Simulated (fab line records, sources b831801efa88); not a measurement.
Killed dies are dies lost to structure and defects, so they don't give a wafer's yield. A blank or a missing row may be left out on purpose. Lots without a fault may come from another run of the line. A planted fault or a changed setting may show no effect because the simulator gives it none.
Which tool did it? | flow gf180mcu | 13 lots, 39 wafers sampled, at 5 steps of a route of 602

WHAT THE GAUGES READ, wafer by wafer
GF_MIM_THK_MEAS_06. Usual: MIM_CVD_05_THK 42.0 nm, standard deviation 0.61.
lot  | measured     | on            | MIM_CVD_05_THK (nm) | flag
L502 | day 24 16:36 | film_metro-03 | 41.9 42.6 42.6      |
L503 | day 25 03:42 | film_metro-03 | 41.4 42.2 42.2      |
L504 | day 25 07:31 | film_metro-02 | 42.3 42.4 42.5      |
L506 | day 25 17:51 | film_metro-02 | 41.9 42.4 42.8      |
L508 | day 26 12:25 | film_metro-01 | 42.0 41.8 42.5      |
L513 | day 28 10:57 | film_metro-01 | 39.4 40.5 42.7      |
L514 | day 29 00:10 | film_metro-03 | 41.7 39.9 42.4      |
L516 | day 29 13:17 | film_metro-03 | 41.6 41.1 41.8      |
L517 | day 29 17:54 | film_metro-02 | 41.5 42.2 42.2      |
L518 | day 29 23:41 | film_metro-03 | 43.2 42.0 43.1      |
L520 | day 30 03:49 | film_metro-03 | 42.5 41.3 42.3      |
L521 | day 30 10:44 | film_metro-02 | 40.6 42.1 41.3      |
L524 | day 31 01:43 | film_metro-03 | 40.9 41.7 42.6      |

GF_V5_THK_MEAS_01. Usual: V5_CVD_00_THK 300 nm, standard deviation 3.3.
lot  | measured     | on            | V5_CVD_00_THK (nm) | flag
L502 | day 26 11:27 | film_metro-03 | 295 303 297        |
L503 | day 26 22:37 | film_metro-04 | 296 297 296        |
L504 | day 27 02:07 | film_metro-03 | 299 301 308        |
L506 | day 27 10:46 | film_metro-04 | 305 302 294        |
L508 | day 28 06:01 | film_metro-04 | 295 298 296        |
L513 | day 30 02:24 | film_metro-04 | 301 297 302        |
L514 | day 30 15:15 | film_metro-04 | 304 301 305        |
L516 | day 31 02:41 | film_metro-01 | 298 296 299        |
L517 | day 31 07:59 | film_metro-03 | 295 301 298        |
L518 | day 31 12:55 | film_metro-03 | 302 306 304        |
L520 | day 31 16:54 | film_metro-04 | 298 303 306        |
L521 | day 31 23:37 | film_metro-01 | 301 302 301        |
L524 | day 32 13:20 | film_metro-01 | 300 300 302        |

WHICH TOOL RAN EACH LOT (tool, then ch and the chambers of the sampled wafers, then the start)
lot  | GF_M1_SPUTTER_00             | GF_V1_ETCH_17                                 | GF_MIM_CVD_05
L502 | pvd_sputter-03, day 16 09:35 | rie_diel-01 ch 0,1,3, day 24 16:34 or earlier | pecvd-04 ch 1,2, day 24 16:34
L503 | pvd_sputter-03, day 16 19:59 | rie_diel-01 ch 0,3, day 25 03:40 or earlier   | pecvd-02 ch 0,1, day 25 03:40
L504 | pvd_sputter-01, day 16 22:53 | rie_diel-04 ch 0,1,3, day 25 07:28 or earlier | pecvd-04 ch 1,2, day 25 07:28
L506 | pvd_sputter-03, day 17 11:20 | rie_diel-03 ch 0,3, day 25 17:48 or earlier   | pecvd-02 ch 0,1,2, day 25 17:48
L508 | pvd_sputter-01, day 18 08:05 | rie_diel-01 ch 0,1,3, day 26 12:23 or earlier | pecvd-02 ch 0,2, day 26 12:23
L513 | pvd_sputter-01, day 20 16:14 | rie_diel-04 ch 0,3, day 28 10:55 or earlier   | pecvd-02 ch 0,1,2, day 28 10:55
L514 | pvd_sputter-04, day 21 08:56 | rie_diel-03 ch 0,1,2, day 29 00:07 or earlier | pecvd-02 ch 0,1,2, day 29 00:07
L516 | pvd_sputter-01, day 22 00:17 | rie_diel-04 ch 1,2,3, day 29 13:14 or earlier | pecvd-04 ch 0,1, day 29 13:14
L517 | pvd_sputter-04, day 22 04:58 | rie_diel-01 ch 0,2,3, day 29 17:52 or earlier | pecvd-04 ch 1,2, day 29 17:52
L518 | pvd_sputter-04, day 22 11:16 | rie_diel-03 ch 1,3, day 29 23:39 or earlier   | pecvd-03 ch 0,2, day 29 23:39
L520 | pvd_sputter-04, day 22 17:10 | rie_diel-04 ch 1,2,3, day 30 03:46 or earlier | pecvd-03 ch 0,1,2, day 30 03:46
L521 | pvd_sputter-04, day 23 02:01 | rie_diel-01 ch 0,2,3, day 30 10:41 or earlier | pecvd-04 ch 0,2, day 30 10:41
L524 | pvd_sputter-04, day 23 22:28 | rie_diel-01 ch 2,3, day 31 01:41 or earlier   | pecvd-04 ch 0,2, day 31 01:41
- GF_M1_SPUTTER_00: material Ti, target thk 37.5 nm, time 150 s.
- GF_V1_ETCH_17: etches SiO2 in C4F8/O2/Ar, stops on TiN, target depth 630 nm.
- GF_MIM_CVD_05: deposits Si3N4, target thk 42 nm, time 29.086 s.

WHAT THE TOOLS THEMSELVES READ (means of the sampled wafers that have a number; where no wafer has one, the mark that the record gives instead)
GF_M1_SPUTTER_00. Usual: throttle_valve_pct 29.7 %, standard deviation 1.2.
lot  | tool           | throttle_valve_pct (%) | flag
L502 | pvd_sputter-03 | 30.4                   |
L503 | pvd_sputter-03 | 30.7                   |
L504 | pvd_sputter-01 | 30.8                   |
L506 | pvd_sputter-03 | 30.6                   |
L508 | pvd_sputter-01 | 29.4                   |
L513 | pvd_sputter-01 | 29.5                   |
L514 | pvd_sputter-04 | 29.7                   |
L516 | pvd_sputter-01 | 29.6                   |
L517 | pvd_sputter-04 | 29.7                   |
L518 | pvd_sputter-04 | 30.0                   |
L520 | pvd_sputter-04 | 29.1                   |
L521 | pvd_sputter-04 | 29.9                   |
L524 | pvd_sputter-04 | 29.7                   |

GF_V1_ETCH_17. Usual: oes_product_au 0.856 a.u., standard deviation 0.0044.
lot  | tool        | oes_product_au (a.u.) | flag
L502 | rie_diel-01 | 0.856                 |
L503 | rie_diel-01 | 0.855                 |
L504 | rie_diel-04 | 0.854                 |
L506 | rie_diel-03 | 0.854                 |
L508 | rie_diel-01 | 0.857                 |
L513 | rie_diel-04 | 0.856                 |
L514 | rie_diel-03 | 0.855                 |
L516 | rie_diel-04 | 0.854                 |
L517 | rie_diel-01 | 0.850                 |
L518 | rie_diel-03 | 0.855                 |
L520 | rie_diel-04 | 0.859                 |
L521 | rie_diel-01 | 0.854                 |
L524 | rie_diel-01 | 0.854                 |

GF_MIM_CVD_05. Usual: heater_power_w 668 W, standard deviation 110.
lot  | tool     | heater_power_w (W) | flag
L502 | pecvd-04 | 708                |
L503 | pecvd-02 | 655                |
L504 | pecvd-04 | 643                |
L506 | pecvd-02 | 672                |
L508 | pecvd-02 | 763                |
L513 | pecvd-02 | 722                |
L514 | pecvd-02 | 663                |
L516 | pecvd-04 | 595                |
L517 | pecvd-04 | 630                |
L518 | pecvd-03 | 594                |
L520 | pecvd-03 | 677                |
L521 | pecvd-04 | 691                |
L524 | pecvd-04 | 718                |

THE ANSWER, worked out from the rows above alone
Rule: a lot is off if the mean of its wafers that have a number lies more than 3 standard deviations from the usual mean. A lot without any number at a reading at which 4 lots or more have one is off too. The other lots that the step has rows for count as sound. The gauges are gone through in route order, then the tools' own readings, and for those a lot's mean is taken as printed above. The first step at which some lot is off is used, and at that step the reading that is off furthest; a lot without a number counts as furthest.
No lot is off at any reading shown: from this, nothing can be told.

WHAT THE SIMULATOR HAD PUT IN
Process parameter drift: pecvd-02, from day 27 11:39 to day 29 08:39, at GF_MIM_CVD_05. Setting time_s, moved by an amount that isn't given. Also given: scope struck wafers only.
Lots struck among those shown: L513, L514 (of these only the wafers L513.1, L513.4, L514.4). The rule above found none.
